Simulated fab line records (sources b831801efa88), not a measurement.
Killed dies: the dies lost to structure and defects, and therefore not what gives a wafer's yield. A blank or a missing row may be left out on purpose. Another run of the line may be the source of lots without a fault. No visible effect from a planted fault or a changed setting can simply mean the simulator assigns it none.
Which tool did it? -- flow gf180mcu -- Sampling: 7 lots, 21 wafers, 2 of 602 route steps

## WHAT EACH GAUGE READ, for each wafer
GF_PSD_OVL_MEAS_08.
lot,measured,on,PSD_OVL (nm)
L760,day 14 06:38,overlay-02,0.1 -0.2 1.0
L764,day 16 00:13,overlay-02,2.0 -0.8 1.3
L766,day 16 21:20,overlay-02,-1.1 -0.4 -1.6
L768,day 17 15:37,overlay-02,1.1 0.7 3.0
L775,day 20 03:51,overlay-02,- - -
L777,day 20 16:02,overlay-01,- - -
L780,day 21 14:05,overlay-02,0.0 -3.0 -1.7

## WHAT TOOL EACH LOT RAN ON (gives the tool, then ch and the chambers of the sampled wafers, and finally the start)
lot,GF_PSD_DEVELOP_06
L760,"lithoTrack-04 ch 0, day 14 06:23"
L764,"lithoTrack-04 ch 0, day 15 23:57"
L766,"lithoTrack-02 ch 0, day 16 21:07"
L768,"lithoTrack-04 ch 0, day 17 15:21"
L775,"lithoTrack-01, day 20 03:35"
L777,"lithoTrack-02, day 20 15:46"
L780,"lithoTrack-02 ch 0, day 21 13:49"
- GF_PSD_DEVELOP_06: develop time 60 s.

## THE ANSWER, worked out from the rows above alone
Rule: usual is defined by the lots themselves. The widest of any qualifying gaps counts: lots, ordered by their means at a reading, are off when they make up no more than a third of the lots, leave a main group of 4 or more, and stand apart from it by 3 or more times the standard deviation of that group's means. The tables above print the reading to a certain number of digits; a main group whose means all agree to those digits is not used. A lot without any number at a reading at which 4 lots or more have one is off too. Where the step has rows for the other lots, those lots are counted as sound.
Off: L775, L777, at GF_PSD_OVL_MEAS_08 (PSD_OVL). Without a number there: L775, L777. Mean 0.0 nm and standard deviation 1.2 in the main group.
If a tool, at a process step before that reading, ran all the lots that are off and no sound lot after the first of them, it fits. Those tools and the gauges at GF_PSD_OVL_MEAS_08 are tried in the same way. Of those tried, none fits.

## WHAT THE SIMULATOR HAD INSERTED
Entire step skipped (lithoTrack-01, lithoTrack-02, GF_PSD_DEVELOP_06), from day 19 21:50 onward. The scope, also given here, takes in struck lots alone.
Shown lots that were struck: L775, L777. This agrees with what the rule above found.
